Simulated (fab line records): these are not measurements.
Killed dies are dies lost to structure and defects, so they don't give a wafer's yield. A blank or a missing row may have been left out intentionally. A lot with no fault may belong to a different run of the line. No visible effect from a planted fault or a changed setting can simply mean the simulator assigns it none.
fab line records | flow sky130
[record] lots = 12 wafers = 36 lastDay = 50
route steps=708 shown VT_ADJUST_NCORE@127 SONOS_TUNNEL@161 GATE_OXIDE@194 PAD_OPEN@708
lots that met no fault: from a run of the same line without faults
startH: start of the lot's first displayed wafer, in hours after the record's first day | waitH: time in hours since the lot's previous step | " repeats the value in the row above | L1.1+2: one row covering several wafers at once | - no value present, or no start provided | * or withheld: withheld | < > ~ a bound
route shown NAME@n: names a module that has steps shown in the file, with the first one's number in the route | usual: mean/standard deviation taken from wafers without a fault | same: alike in all rows | chamber/n: place in a boat | sites: each site's reading | _std_site: their standard deviation | _edge_site: outer sites' mean less inner sites' | radiusMm: for every site, how far away it sits from the centre of the wafer | mask NAME#n: copy n | behind: the most recent tool/chamber to have shaped the wafer | hold: what put the lot on hold/how long, in hours/how the hold closed | device: transistor that didn't switch, given as n, p or np | end of line: tests of these same wafers at the route's end | where a step has no rows: the recipe by itself | killed: at the first sort, the dies lost to defects and structure; wafer yield is something else | map: a wafer's dies, marking killed ones x, the rest . and places with no die _
set.NAME: the setting that was run; set.NAME@STEP: the one run at that earlier step | model.NAME: the simulator's own value behind a step, which no gauge read
a sample of lots followed through the steps of the route, with each step as a table and each wafer as a row
services: the hour from which a tool's chamber was out of use, counted from the record's first day as startH (under 0 if before that day), plus the number of hours and why
[[steps]]
[step SKY_VT_ADJUST_NCORE_OVL_MEAS_08]
[usual] VT_ADJUST_NCORE_OVL = 0.5/1.5
// columns lot.wafer tool chamber startH waitH VT_ADJUST_NCORE_OVL[nm]
L258.1 overlay-02 - 185.30 0.1 1.7
L258.3 " - " " 2.8
L258.6 " - " " 2.6
L259.3 overlay-02 - 193.84 0.1 -2.7
L259.4 " - " " -1.4
L259.5 " - " " -1.1
L260.1 overlay-02 - 199.97 0.1 1.5
L260.2 " - " " 0.8
L260.5 " - " " 1.6
L261.1 overlay-01 - 209.68 0.1 0.6
L261.3 " - " " -0.8
L261.4 " - " " 1.2
L263.2 overlay-02 - 223.72 0.1 2.4
L263.3 " - " " 1.6
L263.5 " - " " 1.6
L264.1 overlay-01 - 233.75 0.1 -1.6
L264.4 " - " " -1.4
L264.6 " - " " -0.8
L265.2 overlay-01 - 235.01 0.1 2.0
L265.3 " - " " 0.7
L265.5 " - " " 2.3
L266.2 overlay-02 - 241.33 0.1 0.8
L266.3 " - " " 0.2
L266.6 " - " " 0.6
L275.3 overlay-02 - 323.89 0.1 4.4
L275.4 " - " " 3.5
L275.5 " - " " 1.1
L278.1 overlay-02 - 335.75 0.1 -2.1
L278.4 " - " " 0.1
L278.5 " - " " -1.9
L279.2 overlay-02 - 337.63 0.1 -0.4
L279.4 " - " " 0.0
L279.5 " - " " -0.3
L280.3 overlay-02 - 354.08 0.1 -2.4
L280.5 " - " " -3.9
L280.6 " - " " -3.4
[step SKY_VT_ADJUST_NCORE_STRIP_10]
[recipe] chemistry = O2/N2 powerW = 1400 pressureMtorr = 1500 platenTempC = withheld o2FlowSccm = 3000 n2FlowSccm = 300 overashFraction = 0.5
[usual] chamberPressureMTorr = 1500.3/1.3 drypumpMotorCurrentA = 5.48/0.14 oesProductAu = 0.716/0.0047 stripTimeToEndpointS = 14.17/0.036
// columns lot.wafer tool chamber startH waitH chamberPressureMTorr drypumpMotorCurrentA oesProductAu rfHoursCounterH stripTimeToEndpointS
L258.1 plasmaAsher-04 0 185.49 0.1 1498.6 5.69 0.711 48 14.16
L258.3 " 1 " " 1497.9 5.38 0.713 - 14.14
L258.6 " 0 " " 1499.9 5.68 0.715 - 14.16
L259.3 plasmaAsher-04 1 194.05 0.1 1501.8 5.39 0.716 - 14.14
L259.4 " 0 " " 1500.1 5.72 0.712 - 14.19
L259.5 " 1 " " 1500.2 5.37 0.716 - 14.16
L260.1 plasmaAsher-04 0 200.15 0.1 1501.6 5.70 0.711 50 14.13
L260.2 " 1 " " 1502.3 5.40 0.719 50 14.14
L260.5 " 1 " " 1501.9 5.40 0.721 - 14.11
L261.1 plasmaAsher-04 1 209.86 0.1 1501.6 5.38 0.713 51 14.20
L261.3 " 1 " " 1500.1 5.38 0.717 - 14.13
L261.4 " 0 " " 1500.6 5.68 0.722 - 14.18
L263.2 plasmaAsher-02 1 223.90 0.1 1499.7 5.51 0.718 9 14.19
L263.3 " 0 " " 1499.3 5.46 0.720 - 14.18
L263.5 " 1 " " 1500.3 5.51 0.711 - 14.13
L264.1 plasmaAsher-01 0 233.94 0.1 1501.1 5.46 0.716 53 14.13
L264.4 " 0 " " 1498.7 5.47 0.713 - 14.14
L264.6 " 0 " " 1500.9 5.47 0.704 - 14.15
L265.2 plasmaAsher-04 0 235.19 0.1 1500.3 5.66 0.714 53 14.20
L265.3 " 1 " " 1498.9 5.38 0.717 - 14.18
L265.5 " 0 " " 1499.2 5.67 0.714 - 14.21
L266.2 plasmaAsher-01 1 241.51 0.1 1499.1 5.23 0.717 54 14.22
L266.3 " 1 " " 1499.6 5.23 0.720 - 14.23
L266.6 " 0 " " 1498.7 5.45 0.718 - 14.28
L275.3 plasmaAsher-01 0 324.09 0.1 1500.3 5.46 0.713 - 14.13
L275.4 " 1 " " 1501.1 5.24 0.717 - 14.19
L275.5 " 0 " " 1501.1 5.46 0.714 - 14.16
L278.1 plasmaAsher-01 1 335.94 0.1 1499.2 5.27 0.716 63 14.14
L278.4 " 1 " " 1503.0 5.19 0.717 - 14.11
L278.5 " 1 " " 1500.0 5.23 0.722 - 14.19
L279.2 plasmaAsher-01 0 337.81 0.1 1500.0 5.49 0.711 63 14.16
L279.4 " 1 " " 1500.8 5.23 0.718 - 14.22
L279.5 " 1 " " 1500.1 5.21 0.707 - 14.20
L280.3 plasmaAsher-04 0 354.28 0.1 1500.3 5.69 0.726 - 14.16
L280.5 " 0 " " 1500.4 5.71 0.712 - 14.20
L280.6 " 1 " " 1499.2 5.37 0.721 - 14.15
[step SKY_SONOS_TUNNEL_CD_MEAS_07]
[recipe] targetCdNm = 410
[usual] cdNm = 409.6/2.2
// columns lot.wafer tool chamber startH waitH cdNm
L258.1 cdSem-02 - 252.90 0.1 410.9
L258.3 " - " " 409.3
L258.6 " - " " 409.2
L259.3 cdSem-01 - 262.49 0.1 410.8
L259.4 " - " " 409.0
L259.5 " - " " 408.0
L260.1 cdSem-01 - 269.30 0.1 408.3
L260.2 " - " " 408.7
L260.5 " - " " 407.2
L261.1 cdSem-02 - 280.60 0.1 406.1
L261.3 " - " " 405.0
L261.4 " - " " 407.3
L263.2 cdSem-02 - 294.72 0.2 409.6
L263.3 " - " " 408.7
L263.5 " - " " 408.2
L264.1 cdSem-02 - 306.96 0.1 412.5
L264.4 " - " " 409.9
L264.6 " - " " 409.2
L265.2 cdSem-01 - 307.57 0.1 411.3
L265.3 " - " " 410.2
L265.5 " - " " 411.4
L266.2 cdSem-01 - 315.72 0.1 409.8
L266.3 " - " " 409.9
L266.6 " - " " 409.0
L275.3 cdSem-02 - 409.94 0.1 410.9
L275.4 " - " " 410.9
L275.5 " - " " 410.8
L278.1 cdSem-02 - 422.09 0.1 409.0
L278.4 " - " " 409.4
L278.5 " - " " 409.8
L279.2 cdSem-02 - 424.16 0.1 410.2
L279.4 " - " " 410.5
L279.5 " - " " 409.6
L280.3 cdSem-02 - 443.19 0.1 406.9
L280.5 " - " " 407.8
L280.6 " - " " 406.0
[step SKY_GATE_OXIDE_EXPOSE_07]
[recipe] maskId = LVOM na = 0.6 sourceShape = conventional sigmaOuter = 0.6 polarization = unpolarized targetCdNm = 600 doseMj = 170
// columns lot.wafer tool chamber startH waitH mask
L258.1+3+6 ilineStepper-02 0 299.73 - LVOM#0
L259.3+4+5 ilineStepper-01 0 310.85 - LVOM#0
L260.1+2+5 ilineStepper-02 0 314.91 - LVOM#0
L261.1+3+4 ilineStepper-01 0 328.43 - LVOM#0
L263.2+3+5 ilineStepper-02 0 344.93 - LVOM#0
L265.2+3+5 ilineStepper-01 0 355.88 - LVOM#0
L264.1+4+6 ilineStepper-01 0 355.97 - LVOM#0
L266.2+3+6 ilineStepper-02 0 364.60 - TUNM#0
L275.3+4+5 ilineStepper-02 0 469.57 - LVOM#0
L278.1+4+5 ilineStepper-02 0 476.60 - LVOM#0
L279.2+4+5 ilineStepper-02 0 482.37 - LVOM#0
L280.3+5+6 ilineStepper-02 0 496.01 - LVOM#0
[step SKY_GATE_OXIDE_OVL_MEAS_10]
[usual] GATE_OXIDE_OVL = 0.0/1.2
// columns lot.wafer tool chamber startH waitH GATE_OXIDE_OVL[nm]
L258.1 overlay-02 - 312.28 0.1 2.2
L258.3 " - " " 2.3
L258.6 " - " " 2.2
L259.3 overlay-01 - 323.46 0.1 -3.4
L259.4 " - " " -1.8
L259.5 " - " " -1.1
L260.1 overlay-02 - 327.70 0.1 0.7
L260.2 " - " " 1.0
L260.5 " - " " 0.4
L261.1 overlay-01 - 341.43 0.1 -0.2
L261.3 " - " " 0.3
L261.4 " - " " -1.3
L263.2 overlay-01 - 358.09 0.1 0.5
L263.3 " - " " 0.2
L263.5 " - " " 0.2
L265.2 overlay-01 - 368.94 0.1 1.5
L265.3 " - " " 2.1
L265.5 " - " " 2.0
L264.1 overlay-02 - 369.23 0.1 0.4
L264.4 " - " " 0.1
L264.6 " - " " -1.6
L266.2 overlay-02 - 378.74 0.1 -
L266.3 " - " " -
L266.6 " - " " -
L275.3 overlay-01 - 484.54 0.1 0.3
L275.4 " - " " 1.4
L275.5 " - " " 0.5
L278.1 overlay-02 - 492.10 0.1 -0.1
L278.4 " - " " -0.6
L278.5 " - " " 1.1
L279.2 overlay-02 - 497.86 0.1 -0.4
L279.4 " - " " -0.8
L279.5 " - " " -0.1
L280.3 overlay-01 - 511.19 0.1 -1.2
L280.5 " - " " -1.9
L280.6 " - " " -1.3
[step SKY_GATE_OXIDE_TW_MEAS_14]
[usual] GATE_OXIDE_TW = 224.0/1.2
// columns lot.wafer tool chamber startH waitH GATE_OXIDE_TW
L258.1 filmMetro-04 - 312.67 0.1 224.3
L258.3 " - " " 224.8
L258.6 " - " " 226.0
L259.3 filmMetro-04 - 323.86 0.1 224.1
L259.4 " - " " 224.9
L259.5 " - " " 223.8
L260.1 filmMetro-01 - 328.09 0.1 224.2
L260.2 " - " " 224.6
L260.5 " - " " 225.0
L261.1 filmMetro-04 - 341.82 0.1 222.4
L261.3 " - " " 223.7
L261.4 " - " " 222.7
L263.2 filmMetro-04 - 358.49 0.1 223.1
L263.3 " - " " 222.4
L263.5 " - " " 221.7
L265.2 filmMetro-01 - 369.34 0.1 224.5
L265.3 " - " " 224.6
L265.5 " - " " 224.3
L264.1 filmMetro-01 - 369.63 0.1 226.0
L264.4 " - " " 223.6
L264.6 " - " " 224.7
L266.2 filmMetro-02 - 379.14 0.1 29.6
L266.3 " - " " 29.8
L266.6 " - " " 29.7
L275.3 filmMetro-01 - 484.95 0.1 226.0
L275.4 " - " " 223.6
L275.5 " - " " 223.5
L278.1 filmMetro-04 - 492.50 0.1 223.5
L278.4 " - " " 223.6
L278.5 " - " " 224.2
L279.2 filmMetro-01 - 498.25 0.1 225.3
L279.4 " - " " 223.5
L279.5 " - " " 224.4
L280.3 filmMetro-04 - 511.59 0.1 226.2
L280.5 " - " " 224.9
L280.6 " - " " 224.8
[step SKY_PAD_OPEN_PROBE_99]
[usual] killed_at_M0_to_M3 = 44/6.9 killed_at_M4_up = 3.2/1.8 killedAtContacts = 23/5.2 killedAtFrontEnd = 15/4.5 killedAtOther = 0.3/0.56 killedDies = 85/8.8 killedOnRim = 17/3.5 killedOpen = 47/6.7 killedShort = 39/6.4
[same] grossDies = 492 killedAtBackSide = 0
// columns lot.wafer tool chamber startH waitH killed_at_M0_to_M3 killed_at_M4_up killedAtContacts killedAtFrontEnd killedAtOther killedDies killedOnRim killedOpen killedShort
L258.1 prober-01 - 1079.11 0.1 47 3 16 17 0 83 18 47 36
L258.3 prober-01 - 1079.21 0.2 40 2 25 9 0 76 15 40 36
L258.6 prober-01 - 1079.36 0.2 52 2 22 18 0 94 18 52 40
L259.3 prober-02 - 1084.01 0.2 45 2 31 13 1 92 20 51 41
L259.4 prober-02 - 1084.06 0.2 45 4 18 14 0 81 19 34 47
L259.5 prober-02 - 1084.11 0.2 44 3 20 17 1 85 19 39 46
L261.1 prober-02 - 1102.83 0.1 49 4 22 12 0 87 16 49 38
L261.3 prober-02 - 1102.93 0.2 48 1 28 12 0 89 18 53 36
L261.4 prober-02 - 1102.98 0.2 36 1 24 19 1 81 14 50 31
L263.2 prober-02 - 1109.85 0.1 57 5 23 10 3 98 24 54 44
L263.3 prober-02 - 1109.90 0.2 49 0 23 13 0 85 19 42 43
L265.2 prober-01 - 1117.35 0.1 48 2 22 16 1 89 18 52 37
L265.3 prober-01 - 1117.40 0.2 36 3 31 9 0 79 18 48 31
L265.5 prober-01 - 1117.50 0.2 34 1 30 16 1 82 14 45 37
L264.4 prober-02 - 1119.67 0.2 49 2 20 9 0 80 20 44 36
L264.6 prober-02 - 1119.77 0.2 47 2 28 16 1 94 19 55 39
L266.2 prober-01 - 1128.95 0.1 42 4 22 424 0 492 96 44 37
L266.3 prober-01 - 1129.00 0.2 41 4 22 425 0 492 96 44 38
L266.6 prober-01 - 1129.15 0.2 48 2 17 425 0 492 96 44 36
L278.1 prober-01 - 1189.51 0.1 37 2 28 16 0 83 16 44 39
L278.4 prober-01 - 1189.66 0.2 46 4 24 8 0 82 15 43 39
L278.5 prober-01 - 1189.71 0.2 40 1 26 20 0 87 18 49 38
L279.2 prober-02 - 1197.46 0.1 42 3 21 14 0 80 21 45 35
L279.4 prober-02 - 1197.56 0.2 47 5 20 13 0 85 18 48 37
L279.5 prober-02 - 1197.61 0.2 49 3 20 12 0 84 12 53 31
L280.3 prober-02 - 1200.98 0.5 52 2 25 14 0 93 13 40 53
L280.5 prober-02 - 1201.08 0.5 51 2 17 13 0 83 12 39 44
L280.6 prober-02 - 1201.13 0.6 38 2 20 20 0 80 14 46 34
// killed by level:class
L258.1 VIA1:geometricParticle:open=16 FIELD_ISO:geometricParticle:short=7 CONTACT:geometricParticle:open=7 VIA1:geometricParticle:short=6 LI_CONTACT:geometricParticle:open=5 VIA3:geometricParticle:open=5 VIA2:geometricParticle:open=5 METAL1:geometricParticle:short=4
L258.3 VIA1:geometricParticle:open=9 LI_CONTACT:geometricParticle:open=8 VIA3:geometricParticle:open=8 METAL2:geometricParticle:short=8 CONTACT:geometricParticle:short=7 VIA1:geometricParticle:short=4 VIA3:geometricParticle:short=4 FIELD_ISO:geometricParticle:open=3
L258.6 VIA1:geometricParticle:open=11 VIA1:geometricParticle:short=8 VIA3:geometricParticle:open=8 LI_CONTACT:geometricParticle:open=7 METAL2:geometricParticle:short=6 METAL1:geometricParticle:short=5 LOCAL_INTERCONNECT:geometricParticle:short=5 CONTACT:geometricParticle:open=5
L259.3 LI_CONTACT:geometricParticle:open=10 VIA1:geometricParticle:open=10 CONTACT:geometricParticle:open=8 METAL1:geometricParticle:short=7 LOCAL_INTERCONNECT:geometricParticle:short=6 VIA3:geometricParticle:open=6 CONTACT:geometricParticle:short=5 VIA2:geometricParticle:open=5
L259.4 VIA2:geometricParticle:open=10 VIA1:geometricParticle:open=10 CONTACT:geometricParticle:short=7 METAL1:geometricParticle:short=7 VIA1:geometricParticle:short=6 VIA2:geometricParticle:short=6 FIELD_ISO:geometricParticle:short=5 CONTACT:geometricParticle:open=5
L259.5 VIA1:geometricParticle:open=7 FIELD_ISO:geometricParticle:short=6 CONTACT:geometricParticle:open=6 VIA1:geometricParticle:short=6 METAL1:geometricParticle:short=6 CONTACT:geometricParticle:short=5 VIA3:geometricParticle:open=5 POLY_GATE:geometricParticle:short=4
L261.1 VIA2:geometricParticle:open=13 VIA1:geometricParticle:open=8 LOCAL_INTERCONNECT:geometricParticle:short=7 LI_CONTACT:geometricParticle:open=6 VIA3:geometricParticle:short=6 FIELD_ISO:geometricParticle:open=4 SPACER:geometricParticle:short=4 CONTACT:geometricParticle:open=4
L261.3 VIA3:geometricParticle:open=12 VIA1:geometricParticle:open=11 CONTACT:geometricParticle:open=9 CONTACT:geometricParticle:short=7 VIA2:geometricParticle:open=6 POLY_GATE:geometricParticle:short=5 POLY_GATE:geometricParticle:open=5 LI_CONTACT:geometricParticle:short=5
L261.4 CONTACT:geometricParticle:open=13 VIA1:geometricParticle:open=9 VIA3:geometricParticle:open=7 FIELD_ISO:geometricParticle:open=5 FIELD_ISO:geometricParticle:short=4 POLY_GATE:geometricParticle:short=4 POLY_GATE:geometricParticle:open=4 METAL1:geometricParticle:short=4
L263.2 CONTACT:geometricParticle:open=12 VIA1:geometricParticle:open=10 VIA3:geometricParticle:open=10 VIA1:geometricParticle:short=7 METAL1:geometricParticle:short=7 METAL2:geometricParticle:short=7 CONTACT:geometricParticle:short=6 VIA2:geometricParticle:open=5
L263.3 VIA1:geometricParticle:short=10 CONTACT:geometricParticle:open=9 METAL1:geometricParticle:short=9 VIA3:geometricParticle:open=8 VIA1:geometricParticle:open=7 VIA2:geometricParticle:open=6 CONTACT:geometricParticle:short=5 FIELD_ISO:geometricParticle:open=4
L265.2 VIA1:geometricParticle:open=10 CONTACT:geometricParticle:open=9 VIA2:geometricParticle:open=8 LI_CONTACT:geometricParticle:open=7 METAL1:geometricParticle:short=6 POLY_GATE:geometricParticle:open=5 METAL3:geometricParticle:short=5 FIELD_ISO:geometricParticle:open=4
L265.3 CONTACT:geometricParticle:open=14 VIA1:geometricParticle:open=9 LI_CONTACT:geometricParticle:open=7 VIA2:geometricParticle:open=6 METAL3:geometricParticle:short=6 VIA3:geometricParticle:open=5 METAL1:geometricParticle:short=5 FIELD_ISO:geometricParticle:short=4
L265.5 VIA1:geometricParticle:open=10 LI_CONTACT:geometricParticle:open=9 CONTACT:geometricParticle:open=8 FIELD_ISO:geometricParticle:short=6 POLY_GATE:geometricParticle:open=5 CONTACT:geometricParticle:short=5 VIA3:geometricParticle:open=5 LI_CONTACT:geometricParticle:short=4
L264.4 CONTACT:geometricParticle:open=12 VIA2:geometricParticle:open=9 METAL2:geometricParticle:short=8 METAL3:geometricParticle:short=6 VIA3:geometricParticle:open=6 VIA1:geometricParticle:open=5 VIA1:geometricParticle:short=4 FIELD_ISO:geometricParticle:open=3
L264.6 CONTACT:geometricParticle:open=11 VIA1:geometricParticle:open=9 VIA2:geometricParticle:open=9 VIA1:geometricParticle:short=8 CONTACT:geometricParticle:short=7 FIELD_ISO:geometricParticle:short=6 VIA3:geometricParticle:open=6 POLY_GATE:geometricParticle:open=5
L266.2 GATE_OXIDE:areaExpose=411 VIA1:geometricParticle:open=16 LI_CONTACT:geometricParticle:open=8 LI_CONTACT:geometricParticle:short=6 VIA1:geometricParticle:short=5 VIA3:geometricParticle:open=5 VIA2:geometricParticle:open=4 FIELD_ISO:geometricParticle:open=3
L266.3 GATE_OXIDE:areaExpose=410 CONTACT:geometricParticle:open=10 VIA1:geometricParticle:open=9 LI_CONTACT:geometricParticle:open=7 POLY_GATE:geometricParticle:open=6 VIA1:geometricParticle:short=6 METAL1:geometricParticle:short=4 VIA2:geometricParticle:short=4
L266.6 GATE_OXIDE:areaExpose=412 VIA1:geometricParticle:open=11 VIA3:geometricParticle:open=8 LI_CONTACT:geometricParticle:open=7 METAL2:geometricParticle:short=7 VIA2:geometricParticle:open=7 POLY_GATE:geometricParticle:short=6 METAL1:geometricParticle:short=6
L278.1 VIA1:geometricParticle:open=10 CONTACT:geometricParticle:open=8 POLY_GATE:geometricParticle:short=6 LI_CONTACT:geometricParticle:open=6 VIA1:geometricParticle:short=5 POLY_GATE:geometricParticle:open=4 LOCAL_INTERCONNECT:geometricParticle:open=4 LOCAL_INTERCONNECT:geometricParticle:short=4
L278.4 CONTACT:geometricParticle:open=13 VIA1:geometricParticle:short=10 VIA1:geometricParticle:open=10 METAL1:geometricParticle:short=6 CONTACT:geometricParticle:short=5 VIA3:geometricParticle:short=5 VIA3:geometricParticle:open=5 LI_CONTACT:geometricParticle:open=4
L278.5 VIA1:geometricParticle:open=11 VIA2:geometricParticle:open=7 CONTACT:geometricParticle:open=6 FIELD_ISO:geometricParticle:short=5 FIELD_ISO:geometricParticle:open=5 CONTACT:geometricParticle:short=5 LI_CONTACT:geometricParticle:open=5 LI_CONTACT:geometricParticle:short=5
L279.2 VIA1:geometricParticle:open=13 FIELD_ISO:geometricParticle:short=6 CONTACT:geometricParticle:open=6 VIA3:geometricParticle:open=6 LI_CONTACT:geometricParticle:open=5 VIA2:geometricParticle:open=5 POLY_GATE:geometricParticle:short=4 POLY_GATE:geometricParticle:open=3
L279.4 VIA1:geometricParticle:open=9 LI_CONTACT:geometricParticle:open=8 VIA2:geometricParticle:open=7 METAL2:geometricParticle:short=6 VIA1:geometricParticle:short=6 CONTACT:geometricParticle:open=5 METAL1:geometricParticle:short=4 VIA3:geometricParticle:open=4
L279.5 VIA1:geometricParticle:open=10 VIA2:geometricParticle:open=10 VIA3:geometricParticle:open=9 CONTACT:geometricParticle:open=7 LI_CONTACT:geometricParticle:open=5 POLY_GATE:geometricParticle:short=4 CONTACT:geometricParticle:short=4 METAL1:geometricParticle:short=4
L280.3 VIA1:geometricParticle:short=13 VIA1:geometricParticle:open=10 CONTACT:geometricParticle:short=7 LI_CONTACT:geometricParticle:short=6 METAL2:geometricParticle:short=6 VIA3:geometricParticle:open=6 CONTACT:geometricParticle:open=5 METAL3:geometricParticle:short=5
L280.5 VIA1:geometricParticle:short=10 VIA2:geometricParticle:open=9 VIA1:geometricParticle:open=8 CONTACT:geometricParticle:open=6 FIELD_ISO:geometricParticle:short=5 METAL1:geometricParticle:short=5 CONTACT:geometricParticle:short=4 METAL2:geometricParticle:short=4
L280.6 LI_CONTACT:geometricParticle:open=13 VIA1:geometricParticle:open=11 METAL2:geometricParticle:short=8 POLY_GATE:geometricParticle:short=6 VIA2:geometricParticle:open=6 POLY_GATE:geometricParticle:open=5 FIELD_ISO:geometricParticle:short=4 FIELD_ISO:geometricParticle:open=3
[[services]]
// columns tool chamber startH hours kind
plasmaAsher-04 - 164.17 7.2 repair
ilineStepper-01 - 180.06 2.1 pm
ilineStepper-01 - 182.14 - consumableReplace:lamp
ilineStepper-02 - 210.34 1.7 pm
plasmaAsher-04 - 266.30 1.3 repair
ilineStepper-01 - 363.24 1.7 pm
plasmaAsher-04 - 368.22 2.8 pm
ilineStepper-02 - 399.92 17.0 repair
plasmaAsher-01 - 421.25 9.0 pm
plasmaAsher-01 0 421.25 10.6 ventCycle
plasmaAsher-01 1 421.25 10.6 ventCycle
ilineStepper-02 - 428.59 1.7 pm
plasmaAsher-01 - 429.01 2.8 repair
plasmaAsher-01 0 430.25 - clean
plasmaAsher-01 1 430.25 - clean
ilineStepper-01 - 444.36 4.4 repair
plasmaAsher-02 - 445.45 1.6 repair
plasmaAsher-02 - 484.70 1.3 repair
[[key]]
[firstSign] step = SKY_GATE_OXIDE_EXPOSE_07 reading = mask direction = changed
[effect] step = SKY_GATE_OXIDE_OVL_MEAS_10 reading = GATE_OXIDE_OVL direction = missing
[effect] step = SKY_GATE_OXIDE_TW_MEAS_14 reading = GATE_OXIDE_TW direction = down sigmas = 99+ usual = 224.0 struck = 29.7
[effect] step = SKY_PAD_OPEN_PROBE_99 reading = killedAtFrontEnd direction = up sigmas = 90 usual = 15 struck = 425
[moreKillsBornAt] SKY_GATE_OXIDE_EXPOSE_07@ilineStepper-02 = 1233
metAt SKY_GATE_OXIDE_EXPOSE_07
struckLots L266
laterRowsLeftOut L266.2,L266.3,L266.6
testerLeftOut L266
notActingAt SKY_VT_ADJUST_NCORE_OVL_MEAS_08,SKY_VT_ADJUST_NCORE_STRIP_10,SKY_SONOS_TUNNEL_CD_MEAS_07
onsetBetween 344.93 364.60
[fault] kind = wrongMask tool = any chamber = - onsetH = 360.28 steps = SKY_GATE_OXIDE_EXPOSE_07 auxCopy = TUNM#0 scope = struckLotsOnly
// testerLeftOut: of these lots the tester's yield and bins aren't shown, on N5 and GAA mostly nor the transistor test; their killed dies are dies lost to structure and defects alone, not to doping, threshold or leakage, so they don't give the yield
// laterRowsLeftOut: the simulator's readings of these wafers behind a module that went badly wrong aren't trusted and aren't shown, but for the sort
